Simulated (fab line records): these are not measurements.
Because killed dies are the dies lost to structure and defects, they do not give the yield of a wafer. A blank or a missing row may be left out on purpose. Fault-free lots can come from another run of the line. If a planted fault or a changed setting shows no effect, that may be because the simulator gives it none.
fab line records    flow sky130
record lots=6  wafers=18  lastDay=50
route steps=708 shown LDD_N@252 LDD_P@255 PAD_OPEN@708
lots with no fault: from the same line, run without faults
startH: the number of hours between the record's first day and the start of the first shown wafer of the lot    waitH: time in hours since the lot's previous step    " unchanged from the row above    L1.1+2: a row that stands for several wafers    - either no value or no given start    * or withheld: withheld    < > ~ a bound
route shown NAME@n: names a module that has steps shown in the file, with the first one's number in the route    usual: the fault-free wafers' mean and standard deviation    same: alike in all rows    chamber/n: place in a boat    sites: readings site by site    _std_site: standard deviation of those values    _edge_site: mean of outer sites minus mean of inner sites    radiusMm: how far each site lies from the wafer's centre    mask NAME#n: copy n    behind: the most recent tool/chamber to have shaped the wafer    hold: why the lot was held/for how many hours/how that ended    device: the transistor (n, p or np) that didn't switch    end of line: the same wafers' tests at the end of the route    a step given without rows: its recipe and nothing more    killed: dies that structure and defects cost at the first sort, which is not the same as the wafer's yield    map: per-die view of a wafer (x killed, . not killed, _ where there is no die)
set.NAME: the setting as run; set.NAME@STEP: as run at that earlier step    model.NAME: the simulator's own value behind a step, which no gauge read
certain route steps with their lots: each step a table, each wafer a row
services: a tool's chamber out of use, with start hour (startH, from the record's first day; less than 0 if before it), hours out, and reason
## steps
# step SKY_LDD_N_IMPLANT_15
# recipe species=BF2  energyKev=50  doseCm2=5e+12  tiltDeg=30  rotationDeg=270
# step SKY_LDD_N_STRIP_16
# recipe chemistry=O2/N2  powerW=1400  pressureMtorr=1500  platenTempC=withheld  o2FlowSccm=3000  n2FlowSccm=300  overashFraction=0.5
# usual drypumpMotorCurrentA=5.71/0.29  oesProductAu=0.406/0.0042  stripTimeToEndpointS=4.298/0.018
lot.wafer  tool            chamber  startH  waitH  drypumpMotorCurrentA  oesProductAu  rfHoursCounterH  stripTimeToEndpointS
L456.2     plasmaAsher-03  1        440.33  0.1    5.22                  0.404         1                4.325
L456.4     "               0        "       "      5.86                  0.404         -                4.321
L456.6     "               1        "       "      5.19                  0.409         -                4.325
L458.1     plasmaAsher-04  0        461.89  0.1    6.02                  0.401         36               4.278
L458.2     "               1        "       "      5.78                  0.409         36               4.276
L458.3     "               0        "       "      6.02                  0.398         -                4.293
L459.1     plasmaAsher-02  0        464.33  0.1    5.95                  0.403         66               4.289
L459.3     "               1        "       "      5.71                  0.406         -                4.279
L459.4     "               0        "       "      5.99                  0.408         -                4.321
L466.2     plasmaAsher-04  1        530.59  0.1    5.76                  0.412         41               4.291
L466.4     "               1        "       "      5.77                  0.406         -                4.302
L466.6     "               1        "       "      5.76                  0.401         -                4.300
L472.1     plasmaAsher-03  0        570.84  0.1    5.83                  0.405         15               4.282
L472.2     "               1        "       "      5.23                  0.401         15               4.269
L472.3     "               0        "       "      5.83                  0.406         -                4.289
L473.2     plasmaAsher-03  1        585.90  0.1    5.21                  0.404         17               4.302
L473.5     "               0        "       "      5.82                  0.403         -                4.293
L473.6     "               1        "       "      5.21                  0.408         -                4.313
# step SKY_LDD_N_TW_MEAS_17
# usual LDD_N_TW=2603/31
lot.wafer  tool          chamber  startH  waitH  LDD_N_TW
L456.2     filmMetro-02  -        440.44  0.1    2624
L456.4     "             -        "       "      2641
L456.6     "             -        "       "      2621
L458.1     filmMetro-02  -        461.99  0.1    2644
L458.2     "             -        "       "      2639
L458.3     "             -        "       "      2648
L459.1     filmMetro-03  -        464.43  0.1    2563
L459.3     "             -        "       "      2552
L459.4     "             -        "       "      2565
L466.2     filmMetro-04  -        530.70  0.1    2583
L466.4     "             -        "       "      2585
L466.6     "             -        "       "      2596
L472.1     filmMetro-02  -        570.94  0.1    2621
L472.2     "             -        "       "      2615
L472.3     "             -        "       "      2614
L473.2     filmMetro-02  -        586.01  0.1    2632
L473.5     "             -        "       "      2632
L473.6     "             -        "       "      2648
# step SKY_LDD_P_DEHYDRATE_00
# recipe tempC=200  timeS=60
# step SKY_LDD_P_HMDS_01
# recipe primeTimeS=60  primeTempC=120
# step SKY_LDD_P_COAT_02
# recipe resist=NOVOLAK  spinRpm=3000  resistThkNm=1140
# step SKY_LDD_P_SOFTBAKE_03
# recipe tempC=90  timeS=60  resist=NOVOLAK
# step SKY_LDD_P_EXPOSE_04
# recipe maskId=PSDM  na=0.6  sourceShape=conventional  sigmaOuter=0.6  polarization=unpolarized  targetCdNm=380  doseMj=138
# step SKY_LDD_P_PEB_05
# recipe tempC=withheld  timeS=*  resist=NOVOLAK
# step SKY_LDD_P_DEVELOP_06
# recipe resist=NOVOLAK  developer=TMAH  developTimeS=62.21  devTempC=23
# step SKY_LDD_P_CD_MEAS_07
# recipe targetCdNm=380
# usual cdNm=379.1/2.2
lot.wafer  tool      chamber  startH  waitH  cdNm
L456.2     cdSem-02  -        471.44  0.1    376.3
L456.4     "         -        "       "      379.0
L456.6     "         -        "       "      378.1
L458.1     cdSem-02  -        493.01  0.1    379.9
L458.2     "         -        "       "      377.1
L458.3     "         -        "       "      381.7
L459.1     cdSem-02  -        496.07  0.1    379.0
L459.3     "         -        "       "      377.0
L459.4     "         -        "       "      379.3
L466.2     cdSem-02  -        561.78  0.1    381.5
L466.4     "         -        "       "      380.1
L466.6     "         -        "       "      380.2
L472.1     cdSem-02  -        601.01  0.1    379.0
L472.2     "         -        "       "      378.9
L472.3     "         -        "       "      378.7
L473.2     cdSem-01  -        616.58  0.1    380.5
L473.5     "         -        "       "      382.3
L473.6     "         -        "       "      383.4
# step SKY_LDD_P_OVL_MEAS_08
# usual LDD_P_OVL=-0.8/1.2
lot.wafer  tool        chamber  startH  waitH  LDD_P_OVL[nm]
L456.2     overlay-01  -        471.54  0.1    -0.9
L456.4     "           -        "       "      1.5
L456.6     "           -        "       "      0.7
L458.1     overlay-01  -        493.13  0.1    0.9
L458.2     "           -        "       "      0.0
L458.3     "           -        "       "      0.5
L459.1     overlay-01  -        496.19  0.1    -2.4
L459.3     "           -        "       "      -1.5
L459.4     "           -        "       "      -2.4
L466.2     overlay-02  -        561.89  0.1    -2.5
L466.4     "           -        "       "      -1.6
L466.6     "           -        "       "      -1.2
L472.1     overlay-02  -        601.13  0.1    0.1
L472.2     "           -        "       "      1.9
L472.3     "           -        "       "      1.7
L473.2     overlay-01  -        616.69  0.1    -0.6
L473.5     "           -        "       "      0.1
L473.6     "           -        "       "      0.1
# step SKY_LDD_P_IMPLANT_09
# recipe species=BF2  energyKev=25  doseCm2=1e+13  tiltDeg=withheld
# usual doseIonsCm2=9.997e+12/1e+10
lot.wafer  tool          chamber  startH  waitH  doseIonsCm2
L456.2     implanter-01  0        471.60  0.0    9.996e+12
L456.4     "             0        "       "      9.99e+12
L456.6     "             0        "       "      9.992e+12
L458.1     implanter-04  0        493.17  0.0    9.988e+12
L458.2     "             0        "       "      9.969e+12
L458.3     "             0        "       "      9.999e+12
L459.1     implanter-02  0        496.22  0.0    9.994e+12
L459.3     "             0        "       "      9.993e+12
L459.4     "             0        "       "      1.0008e+13
L466.2     implanter-04  0        561.95  0.0    1.0012e+13
L466.4     "             0        "       "      9.985e+12
L466.6     "             0        "       "      1.0005e+13
L472.1     implanter-01  0        601.17  0.0    1.0408e+13
L472.2     "             0        "       "      1.0403e+13
L472.3     "             0        "       "      1.0399e+13
L473.2     implanter-01  0        616.74  0.0    1.0382e+13
L473.5     "             0        "       "      1.0389e+13
L473.6     "             0        "       "      1.0377e+13
# step SKY_LDD_P_STRIP_10
# recipe chemistry=O2/N2  powerW=1400  pressureMtorr=1500  platenTempC=withheld  o2FlowSccm=3000  n2FlowSccm=300  overashFraction=0.5
# usual drypumpMotorCurrentA=5.69/0.23  oesProductAu=0.715/0.005  stripTimeToEndpointS=14.18/0.037
lot.wafer  tool            chamber  startH  waitH  drypumpMotorCurrentA  oesProductAu  rfHoursCounterH  stripTimeToEndpointS
L456.2     plasmaAsher-04  0        471.72  0.1    6.02                  0.716         37               14.13
L456.4     "               0        "       "      6.03                  0.711         -                14.12
L456.6     "               1        "       "      5.77                  0.718         -                14.09
L458.1     plasmaAsher-01  0        493.32  0.1    5.58                  0.711         82               14.14
L458.2     "               1        "       "      5.77                  0.714         82               14.16
L458.3     "               1        "       "      5.76                  0.713         -                14.13
L459.1     plasmaAsher-01  1        496.37  0.1    5.74                  0.704         83               14.18
L459.3     "               1        "       "      5.69                  0.714         -                14.20
L459.4     "               0        "       "      5.57                  0.717         -                14.18
L466.2     plasmaAsher-01  0        562.07  0.1    5.57                  0.718         90               14.18
L466.4     "               1        "       "      5.73                  0.709         -                14.21
L466.6     "               1        "       "      5.73                  0.723         -                14.20
L472.1     plasmaAsher-03  0        601.32  0.1    5.82                  0.719         18               14.23
L472.2     "               1        "       "      5.20                  0.714         18               14.18
L472.3     "               0        "       "      5.83                  0.717         -                14.13
L473.2     plasmaAsher-01  0        616.87  0.1    5.56                  0.715         95               14.13
L473.5     "               0        "       "      5.56                  0.720         -                14.13
L473.6     "               1        "       "      5.74                  0.708         -                14.12
# step SKY_PAD_OPEN_PROBE_99
# usual killed_at_M0_to_M3=43/6.8  killed_at_M4_up=3.3/1.9  killedAtContacts=24/5.3  killedAtFrontEnd=14/4.3  killedAtOther=0.3/0.62  killedDies=85/9.8  killedOpen=46/8  killedShort=39/5.9
# same grossDies=492  killedAtBackSide=0
lot.wafer  tool       chamber  startH   waitH  killed_at_M0_to_M3  killed_at_M4_up  killedAtContacts  killedAtFrontEnd  killedAtOther  killedDies  killedOpen  killedShort  model.etest.tipP.rsOhmSq
L456.2     prober-01  -        1115.24  0.1    43                  5                37                13                0              98          63          35           6922
L456.4     prober-01  -        1115.34  0.2    43                  2                28                10                1              84          48          36           6888
L456.6     prober-01  -        1115.44  0.2    38                  3                26                12                0              79          41          38           6856
L458.1     prober-01  -        1134.21  0.1    36                  3                22                6                 0              67          40          27           6926
L458.2     prober-01  -        1134.26  0.1    42                  1                21                6                 0              70          35          35           6965
L458.3     prober-01  -        1134.31  0.2    42                  5                30                12                0              89          50          39           6936
L459.1     prober-02  -        1134.53  0.1    50                  2                20                13                1              86          46          40           6886
L459.3     prober-02  -        1134.63  0.2    53                  5                34                13                0              105         52          53           6853
L459.4     prober-02  -        1134.68  0.2    46                  4                32                9                 1              92          57          35           6901
L466.2     prober-01  -        1177.71  0.1    32                  3                25                20                0              80          44          36           7072
L466.4     prober-01  -        1177.81  0.2    30                  4                22                9                 0              65          42          23           7055
L466.6     prober-01  -        1177.91  0.2    45                  8                27                27                0              107         61          46           7093
L472.1     prober-01  -        1198.97  0.1    52                  1                24                12                0              89          46          43           6800
L472.2     prober-01  -        1199.02  0.1    45                  4                18                16                1              84          35          49           6842
L472.3     prober-01  -        1199.07  0.2    40                  2                26                15                0              83          48          35           6811
L473.2     prober-02  -        1210.11  0.1    41                  3                26                12                0              82          45          37           6629
L473.5     prober-02  -        1210.26  0.2    42                  2                23                8                 0              75          41          34           6693
L473.6     prober-02  -        1210.31  0.2    42                  3                23                19                0              87          48          39           6639
# killed by level:class
L456.2 CONTACT:geometricParticle:open=17 VIA1:geometricParticle:open=16 LI_CONTACT:geometricParticle:open=7 VIA2:geometricParticle:open=6 CONTACT:geometricParticle:short=5 VIA3:geometricParticle:open=5 FIELD_ISO:geometricParticle:open=4 LOCAL_INTERCONNECT:geometricParticle:short=4
L456.4 CONTACT:geometricParticle:open=12 VIA1:geometricParticle:open=12 LI_CONTACT:geometricParticle:open=7 VIA2:geometricParticle:open=7 FIELD_ISO:geometricParticle:short=5 VIA1:geometricParticle:short=4 VIA2:geometricParticle:short=4 METAL3:geometricParticle:short=3
L456.6 VIA1:geometricParticle:open=10 CONTACT:geometricParticle:open=9 LOCAL_INTERCONNECT:geometricParticle:short=7 METAL2:geometricParticle:short=6 METAL1:geometricParticle:short=5 VIA2:geometricParticle:open=5 LI_CONTACT:geometricParticle:open=4 METAL1:geometricParticle:open=4
L458.1 VIA1:geometricParticle:open=13 LI_CONTACT:geometricParticle:open=9 CONTACT:geometricParticle:open=5 VIA3:geometricParticle:short=5 CONTACT:geometricParticle:short=4 METAL1:geometricParticle:short=4 VIA2:geometricParticle:open=4 VIA2:geometricParticle:short=3
L458.2 VIA1:geometricParticle:open=13 METAL1:geometricParticle:short=7 CONTACT:geometricParticle:open=7 METAL2:geometricParticle:short=6 VIA1:geometricParticle:short=5 VIA2:geometricParticle:open=5 CONTACT:geometricParticle:short=4 LI_CONTACT:geometricParticle:short=3
L458.3 VIA1:geometricParticle:open=11 LI_CONTACT:geometricParticle:open=10 VIA3:geometricParticle:open=8 CONTACT:geometricParticle:short=7 LOCAL_INTERCONNECT:geometricParticle:short=5 METAL2:geometricParticle:short=5 LI_CONTACT:geometricParticle:short=4 POLY_GATE:geometricParticle:short=4
L459.1 VIA1:geometricParticle:open=10 CONTACT:geometricParticle:open=8 METAL1:geometricParticle:short=6 VIA3:geometricParticle:open=6 FIELD_ISO:geometricParticle:open=5 FIELD_ISO:geometricParticle:short=5 LOCAL_INTERCONNECT:geometricParticle:short=5 METAL3:geometricParticle:short=5
L459.3 CONTACT:geometricParticle:open=12 CONTACT:geometricParticle:short=11 VIA1:geometricParticle:open=10 VIA3:geometricParticle:open=8 METAL1:geometricParticle:short=7 METAL2:geometricParticle:short=7 LI_CONTACT:geometricParticle:open=6 VIA1:geometricParticle:short=5
L459.4 CONTACT:geometricParticle:open=15 VIA1:geometricParticle:open=10 VIA2:geometricParticle:open=9 LOCAL_INTERCONNECT:geometricParticle:short=6 LI_CONTACT:geometricParticle:open=5 VIA3:geometricParticle:open=5 VIA1:geometricParticle:short=5 FIELD_ISO:geometricParticle:open=4
L466.2 CONTACT:geometricParticle:open=10 VIA1:geometricParticle:open=10 FIELD_ISO:geometricParticle:open=7 CONTACT:geometricParticle:short=6 FIELD_ISO:geometricParticle:short=4 LI_CONTACT:geometricParticle:open=4 VIA3:geometricParticle:open=4 METAL3:geometricParticle:short=4
L466.4 VIA1:geometricParticle:open=9 VIA2:geometricParticle:open=7 LI_CONTACT:geometricParticle:open=6 CONTACT:geometricParticle:open=6 LOCAL_INTERCONNECT:geometricParticle:short=5 FIELD_ISO:geometricParticle:open=4 VIA3:geometricParticle:open=4 METAL4:geometricParticle:short=3
L466.6 VIA1:geometricParticle:open=12 CONTACT:geometricParticle:open=11 VIA2:geometricParticle:open=10 FIELD_ISO:geometricParticle:short=8 LI_CONTACT:geometricParticle:open=8 FIELD_ISO:geometricParticle:open=5 LOCAL_INTERCONNECT:geometricParticle:short=5 METAL2:geometricParticle:short=5
L472.1 METAL2:geometricParticle:short=11 VIA1:geometricParticle:open=11 CONTACT:geometricParticle:open=8 LOCAL_INTERCONNECT:geometricParticle:short=8 VIA2:geometricParticle:open=8 METAL1:geometricParticle:short=6 VIA2:geometricParticle:short=5 LI_CONTACT:geometricParticle:open=4
L472.2 METAL1:geometricParticle:short=10 VIA1:geometricParticle:short=8 VIA1:geometricParticle:open=8 CONTACT:geometricParticle:open=6 METAL2:geometricParticle:short=6 FIELD_ISO:geometricParticle:short=5 POLY_CUT:geometricParticle:open=4 LI_CONTACT:geometricParticle:short=3
L472.3 VIA2:geometricParticle:open=11 CONTACT:geometricParticle:open=8 LI_CONTACT:geometricParticle:open=7 POLY_GATE:geometricParticle:open=6 VIA3:geometricParticle:open=6 METAL2:geometricParticle:short=5 CONTACT:geometricParticle:short=5 VIA1:geometricParticle:open=5
L473.2 VIA1:geometricParticle:open=10 CONTACT:geometricParticle:open=9 LI_CONTACT:geometricParticle:open=8 VIA2:geometricParticle:open=7 LI_CONTACT:geometricParticle:short=5 POLY_GATE:geometricParticle:open=5 METAL1:geometricParticle:short=5 VIA1:geometricParticle:short=5
L473.5 VIA1:geometricParticle:open=9 LI_CONTACT:geometricParticle:open=7 CONTACT:geometricParticle:open=7 VIA2:geometricParticle:open=6 VIA2:geometricParticle:short=5 LOCAL_INTERCONNECT:geometricParticle:short=5 VIA3:geometricParticle:open=4 LI_CONTACT:geometricParticle:short=4
L473.6 CONTACT:geometricParticle:open=9 VIA3:geometricParticle:open=8 VIA1:geometricParticle:open=7 FIELD_ISO:geometricParticle:short=6 VIA2:geometricParticle:open=6 SPACER:geometricParticle:open=5 LI_CONTACT:geometricParticle:open=5 METAL2:geometricParticle:short=5
## services
tool            chamber  startH  hours  kind
plasmaAsher-03  -        421.25  9.0    pm
plasmaAsher-03  0        421.25  9.0    ventCycle
plasmaAsher-03  1        421.25  9.0    ventCycle
plasmaAsher-03  -        421.75  1.0    repair
plasmaAsher-03  0        430.25  -      clean
plasmaAsher-03  1        430.25  -      clean
plasmaAsher-01  -        455.59  2.0    repair
implanter-04    -        471.27  4.2    pm
plasmaAsher-04  -        483.65  28.1   pm
plasmaAsher-02  -        494.67  5.6    repair
implanter-04    -        503.94  5.9    repair
implanter-04    -        509.44  0.6    repair
plasmaAsher-02  -        517.89  13.6   pm
implanter-04    -        518.38  0.8    repair
implanter-01    -        525.41  4.5    pm
implanter-01    -        532.41  1.4    repair
implanter-01    -        546.90  2.0    repair
plasmaAsher-01  -        553.92  1.5    repair
implanter-04    -        586.69  6.7    repair
implanter-01    -        602.79  2.7    pm
## key
firstSign step=SKY_LDD_P_IMPLANT_09  reading=doseIonsCm2  direction=up  sigmas=38  usual=*  struck=*
effect none on later readings
modelEffect step=SKY_PAD_OPEN_PROBE_99  value=etest.tipP.rsOhmSq  without=6961  struck=6736
metAt SKY_LDD_P_IMPLANT_09
struckWafers L472.1,L472.2,L472.3,L473.2,L473.5,L473.6
testerLeftOut L472,L473
onsetBetween 471.60 601.17
fault kind=processParameterDrift  tool=implanter-01  chamber=-  onsetH=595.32  steps=SKY_LDD_P_IMPLANT_09  channel=doseCm2  offset=*  shape=step  endH=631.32  actsIn=*  stated=*
# testerLeftOut: of these lots the tester's yield and bins aren't shown, on N5 and GAA mostly nor the transistor test; their killed dies are dies lost to structure and defects alone, not to doping, threshold or leakage, so they don't give the yield
